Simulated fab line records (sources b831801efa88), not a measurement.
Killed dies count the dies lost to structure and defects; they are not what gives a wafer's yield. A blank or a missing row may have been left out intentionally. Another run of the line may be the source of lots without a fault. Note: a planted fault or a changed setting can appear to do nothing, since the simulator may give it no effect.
Split-lot experiment :: flow gf180mcu :: 23 wafers read across 5 lots, on a route 602 steps long

## THE SPLIT
At GF_VT_IMPLANT_IMPLANT_30, the setting energy-kev was moved away from the recipe's 25 on 9 of the 23 wafers read, by -8.1% to +7.6%. This setting was run at the recipe's value on the other wafers.

## FROM THE SPLIT ON TO THE READING: in between, the file shows 1 step
- GF_VT_IMPLANT_STRIP_31: strips in O2/N2

## THE READING
VT_IMPLANT_3_TW, at GF_VT_IMPLANT_TW_MEAS_32. Typical for fault-free wafers on this fab line: 270.0, with standard deviation 1.6.

wafer: L077.1
tool, chamber at the split: implanter-03, 0
energy-kev as run: 25
against the recipe: recipe
VT_IMPLANT_3_TW: 267.0
against lot-mates on the recipe: -

wafer: L077.2
tool, chamber at the split: implanter-03, 0
energy-kev as run: 25
against the recipe: recipe
VT_IMPLANT_3_TW: 268.2
against lot-mates on the recipe: -

wafer: L077.4
tool, chamber at the split: implanter-03, 0
energy-kev as run: 22.99
against the recipe: -8.0%
VT_IMPLANT_3_TW: 263.6
against lot-mates on the recipe: -4.0

wafer: L077.5
tool, chamber at the split: implanter-03, 0
energy-kev as run: 22.99
against the recipe: -8.0%
VT_IMPLANT_3_TW: 264.0
against lot-mates on the recipe: -3.6

wafer: L077.6
tool, chamber at the split: implanter-03, 0
energy-kev as run: 25
against the recipe: recipe
VT_IMPLANT_3_TW: 267.5
against lot-mates on the recipe: -

wafer: L079.1
tool, chamber at the split: implanter-03, 0
energy-kev as run: 25
against the recipe: recipe
VT_IMPLANT_3_TW: 269.0
against lot-mates on the recipe: -

wafer: L079.2
tool, chamber at the split: implanter-03, 0
energy-kev as run: 25
against the recipe: recipe
VT_IMPLANT_3_TW: 269.7
against lot-mates on the recipe: -

wafer: L079.3
tool, chamber at the split: implanter-03, 0
energy-kev as run: 26.91
against the recipe: +7.6%
VT_IMPLANT_3_TW: 271.4
against lot-mates on the recipe: +1.9

wafer: L079.4
tool, chamber at the split: implanter-03, 0
energy-kev as run: 25
against the recipe: recipe
VT_IMPLANT_3_TW: 269.9
against lot-mates on the recipe: -

wafer: L079.5
tool, chamber at the split: implanter-03, 0
energy-kev as run: 26.91
against the recipe: +7.6%
VT_IMPLANT_3_TW: 273.1
against lot-mates on the recipe: +3.6

wafer: L080.2
tool, chamber at the split: implanter-04, 0
energy-kev as run: 24.22
against the recipe: -3.1%
VT_IMPLANT_3_TW: 267.2
against lot-mates on the recipe: -2.2

wafer: L080.3
tool, chamber at the split: implanter-04, 0
energy-kev as run: 25
against the recipe: recipe
VT_IMPLANT_3_TW: 269.5
against lot-mates on the recipe: -

wafer: L080.4
tool, chamber at the split: implanter-04, 0
energy-kev as run: 25
against the recipe: recipe
VT_IMPLANT_3_TW: 269.4
against lot-mates on the recipe: -

wafer: L080.5
tool, chamber at the split: implanter-04, 0
energy-kev as run: 25
against the recipe: recipe
VT_IMPLANT_3_TW: 269.3
against lot-mates on the recipe: -

wafer: L080.6
tool, chamber at the split: implanter-04, 0
energy-kev as run: 24.22
against the recipe: -3.1%
VT_IMPLANT_3_TW: 267.8
against lot-mates on the recipe: -1.6

wafer: L081.1
tool, chamber at the split: implanter-03, 0
energy-kev as run: 25
against the recipe: recipe
VT_IMPLANT_3_TW: 269.4
against lot-mates on the recipe: -

wafer: L081.2
tool, chamber at the split: implanter-03, 0
energy-kev as run: 22.98
against the recipe: -8.1%
VT_IMPLANT_3_TW: 263.5
against lot-mates on the recipe: -5.3

wafer: L081.3
tool, chamber at the split: implanter-03, 0
energy-kev as run: 25
against the recipe: recipe
VT_IMPLANT_3_TW: 268.2
against lot-mates on the recipe: -

wafer: L081.4
tool, chamber at the split: implanter-03, 0
energy-kev as run: 22.98
against the recipe: -8.1%
VT_IMPLANT_3_TW: 263.5
against lot-mates on the recipe: -5.3

wafer: L081.5
tool, chamber at the split: implanter-03, 0
energy-kev as run: 22.98
against the recipe: -8.1%
VT_IMPLANT_3_TW: 264.5
against lot-mates on the recipe: -4.3

wafer: L082.2
tool, chamber at the split: implanter-01, 0
energy-kev as run: 25
against the recipe: recipe
VT_IMPLANT_3_TW: 270.1
against lot-mates on the recipe: -

wafer: L082.5
tool, chamber at the split: implanter-01, 0
energy-kev as run: 25
against the recipe: recipe
VT_IMPLANT_3_TW: 269.3
against lot-mates on the recipe: -

wafer: L082.6
tool, chamber at the split: implanter-01, 0
energy-kev as run: 25
against the recipe: recipe
VT_IMPLANT_3_TW: 269.6
against lot-mates on the recipe: -

THE FIT
A straight line over all 23 wafers: VT_IMPLANT_3_TW changes by +0.567 for each +1% of energy-kev; r = +0.94; the points scatter about the line by 0.9.
The same after taking each lot's own level away (the mean of its wafers on the recipe; 23 wafers): +0.492 for each +1%; r = +0.96; scatter 0.65.
According to that fit, moving energy-kev by its largest amount changes the reading by 4.
From 267.57 to 269.67: that is the span of the lots' own levels, equal to 1.3 times the standard deviation above.
Thus the slope moves with the lot-to-lot level: the two fits are different.
Check: for one of the wafers moved furthest among these (-8.1%), held out of the fit, the line's prediction against its lot-mates is -4.02. It came out at -5.3 against them.

## FILE'S OWN FIT
VT_IMPLANT_3_TW changes by +0.488 for each +1% of energy-kev, r = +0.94.
